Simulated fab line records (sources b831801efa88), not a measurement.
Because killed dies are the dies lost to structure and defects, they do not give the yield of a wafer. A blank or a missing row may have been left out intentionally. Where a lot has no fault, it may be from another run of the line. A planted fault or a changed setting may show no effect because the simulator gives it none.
Split-lot trial / flow sky130 / 5 lots, 23 wafers read, on a route of 708 steps

== ON THE SPLIT ==
At SKY_METAL2_SPUTTER_04 (material TiN, target thk 70 nm, time 58.3 s), the setting power w was moved away from the recipe's 6500 W on 8 of the 23 wafers read, by -10.6% to +9.1%. The other wafers ran this setting at the recipe's value.

The reading comes from the split's own step.

== THE READING ==
TiN_of_METAL2_SPUTTER_04.thk nm (the simulator's own value, which no gauge read), in nm, at SKY_METAL2_SPUTTER_04 (material TiN, target thk 70 nm, time 58.3 s). No usual value for it is given in the file. Average 70.29 nm, standard deviation 0.45 nm, over the 15 wafers here run with the recipe.

wafer=L076.1; tool, chamber at the split=pvd sputter-01, -; power w as run, W=7020; against the recipe=+8.0%; TiN_of_METAL2_SPUTTER_04.thk nm, nm=76.75; against lot-mates on the recipe=+6.71
wafer=L076.2; tool, chamber at the split=pvd sputter-01, -; power w as run, W=6500; against the recipe=recipe; TiN_of_METAL2_SPUTTER_04.thk nm, nm=69.98; against lot-mates on the recipe=-
wafer=L076.3; tool, chamber at the split=pvd sputter-01, -; power w as run, W=6500; against the recipe=recipe; TiN_of_METAL2_SPUTTER_04.thk nm, nm=69.69; against lot-mates on the recipe=-
wafer=L076.5; tool, chamber at the split=pvd sputter-01, -; power w as run, W=7020; against the recipe=+8.0%; TiN_of_METAL2_SPUTTER_04.thk nm, nm=75.75; against lot-mates on the recipe=+5.71
wafer=L076.6; tool, chamber at the split=pvd sputter-01, -; power w as run, W=6500; against the recipe=recipe; TiN_of_METAL2_SPUTTER_04.thk nm, nm=70.45; against lot-mates on the recipe=-
wafer=L077.2; tool, chamber at the split=pvd sputter-01, -; power w as run, W=5813; against the recipe=-10.6%; TiN_of_METAL2_SPUTTER_04.thk nm, nm=62.62; against lot-mates on the recipe=-8.02
wafer=L077.3; tool, chamber at the split=pvd sputter-01, -; power w as run, W=5813; against the recipe=-10.6%; TiN_of_METAL2_SPUTTER_04.thk nm, nm=62.15; against lot-mates on the recipe=-8.49
wafer=L077.4; tool, chamber at the split=pvd sputter-01, -; power w as run, W=5813; against the recipe=-10.6%; TiN_of_METAL2_SPUTTER_04.thk nm, nm=63.04; against lot-mates on the recipe=-7.60
wafer=L077.5; tool, chamber at the split=pvd sputter-01, -; power w as run, W=6500; against the recipe=recipe; TiN_of_METAL2_SPUTTER_04.thk nm, nm=70.34; against lot-mates on the recipe=-
wafer=L077.6; tool, chamber at the split=pvd sputter-01, -; power w as run, W=6500; against the recipe=recipe; TiN_of_METAL2_SPUTTER_04.thk nm, nm=70.94; against lot-mates on the recipe=-
wafer=L079.2; tool, chamber at the split=pvd sputter-02, -; power w as run, W=6500; against the recipe=recipe; TiN_of_METAL2_SPUTTER_04.thk nm, nm=70.44; against lot-mates on the recipe=-
wafer=L079.3; tool, chamber at the split=pvd sputter-02, -; power w as run, W=6500; against the recipe=recipe; TiN_of_METAL2_SPUTTER_04.thk nm, nm=70.54; against lot-mates on the recipe=-
wafer=L079.4; tool, chamber at the split=pvd sputter-02, -; power w as run, W=6500; against the recipe=recipe; TiN_of_METAL2_SPUTTER_04.thk nm, nm=71.18; against lot-mates on the recipe=-
wafer=L079.5; tool, chamber at the split=pvd sputter-02, -; power w as run, W=6500; against the recipe=recipe; TiN_of_METAL2_SPUTTER_04.thk nm, nm=70.09; against lot-mates on the recipe=-
wafer=L079.6; tool, chamber at the split=pvd sputter-02, -; power w as run, W=6500; against the recipe=recipe; TiN_of_METAL2_SPUTTER_04.thk nm, nm=70.48; against lot-mates on the recipe=-
wafer=L081.2; tool, chamber at the split=pvd sputter-02, -; power w as run, W=6500; against the recipe=recipe; TiN_of_METAL2_SPUTTER_04.thk nm, nm=69.52; against lot-mates on the recipe=-
wafer=L081.4; tool, chamber at the split=pvd sputter-02, -; power w as run, W=6500; against the recipe=recipe; TiN_of_METAL2_SPUTTER_04.thk nm, nm=70.03; against lot-mates on the recipe=-
wafer=L081.6; tool, chamber at the split=pvd sputter-02, -; power w as run, W=6500; against the recipe=recipe; TiN_of_METAL2_SPUTTER_04.thk nm, nm=69.76; against lot-mates on the recipe=-
wafer=L085.1; tool, chamber at the split=pvd sputter-02, -; power w as run, W=6500; against the recipe=recipe; TiN_of_METAL2_SPUTTER_04.thk nm, nm=70.81; against lot-mates on the recipe=-
wafer=L085.2; tool, chamber at the split=pvd sputter-02, -; power w as run, W=7091; against the recipe=+9.1%; TiN_of_METAL2_SPUTTER_04.thk nm, nm=76.67; against lot-mates on the recipe=+6.20
wafer=L085.4; tool, chamber at the split=pvd sputter-02, -; power w as run, W=6500; against the recipe=recipe; TiN_of_METAL2_SPUTTER_04.thk nm, nm=70.13; against lot-mates on the recipe=-
wafer=L085.5; tool, chamber at the split=pvd sputter-02, -; power w as run, W=7091; against the recipe=+9.1%; TiN_of_METAL2_SPUTTER_04.thk nm, nm=77.29; against lot-mates on the recipe=+6.82
wafer=L085.6; tool, chamber at the split=pvd sputter-02, -; power w as run, W=7091; against the recipe=+9.1%; TiN_of_METAL2_SPUTTER_04.thk nm, nm=76.77; against lot-mates on the recipe=+6.30

FIT RESULTS
A straight line over all 23 wafers: TiN_of_METAL2_SPUTTER_04.thk nm changes by +0.731 nm for each +1% of power w; r = +0.99; the points scatter about the line by 0.45 nm.
The same after taking each lot's own level away (the mean of its wafers on the recipe; 23 wafers): +0.746 nm for each +1%; r = +1.00; scatter 0.38 nm.
The reading moves by 7.9 nm for the largest change in power w, on that fit.
The span of the lots' own levels, 69.770 to 70.640 nm, comes to 1.9 times the standard deviation stated above.
So the lot-to-lot level changes the slope little: the two slopes agree.
Check: with one of the wafers moved furthest among these (-10.6%) left out of the fit, the line predicts -7.9 nm for it against its lot-mates. It came out at -8.02 nm against them.

== OTHER SPLITS ON THESE WAFERS ==
Before the reading, these wafers also passed through other splits. Each is held against what the fit with the lots' levels taken away leaves over:
other split on the same wafers=SKY_LI_CONTACT_DEVELOP_11 dev temp c; wafers away from the commonest value=10; r with TiN_of_METAL2_SPUTTER_04.thk nm (lot level and that fit taken away)=-0.20
other split on the same wafers=SKY_LI_CONTACT_CVD_21 temp c; wafers away from the commonest value=7; r with TiN_of_METAL2_SPUTTER_04.thk nm (lot level and that fit taken away)=+0.00
other split on the same wafers=SKY_LOCAL_INTERCONNECT_COAT_06 resist thk nm; wafers away from the commonest value=11; r with TiN_of_METAL2_SPUTTER_04.thk nm (lot level and that fit taken away)=-0.16
other split on the same wafers=SKY_METAL1_SPUTTER_00 time s; wafers away from the commonest value=7; r with TiN_of_METAL2_SPUTTER_04.thk nm (lot level and that fit taken away)=-0.09

== THE FILE'S OWN FIT ==
TiN_of_METAL2_SPUTTER_04.thk nm changes by +0.748 nm for each +1% of power w, r = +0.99.
